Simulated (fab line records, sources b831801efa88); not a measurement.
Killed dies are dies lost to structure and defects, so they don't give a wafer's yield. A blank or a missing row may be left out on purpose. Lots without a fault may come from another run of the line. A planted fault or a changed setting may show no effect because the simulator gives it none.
Chamber matching | flow gf180mcu | GF_V4_CMP_04 on cmp-02: 4 sister chambers
The step polishes SiO2. 20 wafers are shown with their chamber, then 10 later ones without.

WAFERS WITH THEIR CHAMBER
wafer  | chamber | motor_current_A (A) | time_to_endpoint_s (s) | slurry_flow_ml_min
L074.2 | 1       | 13.9                | 83                     | 150.6
L074.3 | 2       | 9.9                 | 68                     | 149.7
L074.6 | 2       | 10.0                | 73                     | 150.2
L077.1 | 0       | 13.5                | 82                     | 150.2
L077.3 | 2       | 9.7                 | 70                     | 150.4
L077.5 | 2       | 10.1                | 74                     | 149.9
L078.2 | 2       | 9.9                 | 69                     | 150.6
L078.5 | 1       | 13.7                | 85                     | 150.3
L078.6 | 2       | 10.3                | 78                     | 149.7
L081.2 | 3       | 11.7                | 73                     | 150.2
L081.3 | 1       | 13.9                | 82                     | 149.8
L081.4 | 0       | 13.4                | 77                     | 150.2
L082.2 | 3       | 12.0                | 77                     | 150.3
L082.5 | 1       | 13.3                | 90                     | 149.6
L082.6 | 2       | 10.1                | 80                     | 150.1
L083.1 | 3       | 11.8                | 76                     | 149.6
L083.3 | 0       | 12.8                | 76                     | 150.1
L083.6 | 3       | 12.4                | 84                     | 150.3
L088.2 | 2       | 10.1                | 64                     | 149.2
L088.5 | 3       | 11.7                | 87                     | 149.4

SIGNATURES (means of the wafers above)
reading            | chamber 0 | chamber 1 | chamber 2 | chamber 3 | scatter within a chamber
motor_current_A    | 13.233    | 13.700    | 10.012    | 11.920    | 0.263
time_to_endpoint_s | 78.33     | 85.00     | 72.00     | 79.40     | 4.96
slurry_flow_ml_min | 150.167   | 150.075   | 149.975   | 149.960   | 0.415
Rule: a wafer's distance from a chamber is the root of the sum, over the readings, of the square of ((its reading less the chamber's mean) divided by the reading's scatter). The wafer belongs to the nearest chamber; if the next one is less than 2 further off, it can't be placed. The scatter: the root of (the sum of the squares of (reading less its chamber's mean) over the shown wafers, divided by (wafers less chambers)).

WAFERS WITHOUT THEIR CHAMBER
wafer  | motor_current_A (A) | time_to_endpoint_s (s) | slurry_flow_ml_min
L088.6 | 12.7                | 84                     | 150.2
L090.2 | 13.7                | 86                     | 149.7
L090.3 | 10.8                | 69                     | 150.5
L090.4 | 11.9                | 83                     | 150.0
L095.2 | 14.6                | 88                     | 150.7
L095.3 | 12.9                | 82                     | 149.5
L095.4 | 9.7                 | 73                     | 149.8
L096.3 | 13.1                | 75                     | 149.9
L096.4 | 12.2                | 84                     | 150.0
L096.5 | 12.0                | 80                     | 150.2

WHICH CHAMBER EACH WENT THROUGH
wafer  | from the rows above          | in truth
L088.6 | can't be placed: 0 or 3 or 1 | 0
L090.2 | can't be placed: 1 or 0      | 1
L090.3 | can't be placed: 2 or 3      | 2
L090.4 | 3                            | 3
L095.2 | can't be placed: 1 or 0      | 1
L095.3 | can't be placed: 0 or 1 or 3 | 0
L095.4 | 2                            | 2
L096.3 | 0                            | 0
L096.4 | 3                            | 3
L096.5 | 3                            | 3
Placed correctly: 5 of 10. Can't be placed from these rows: 5 (the true chamber is among the candidates in 5). Placed wrongly: 0.
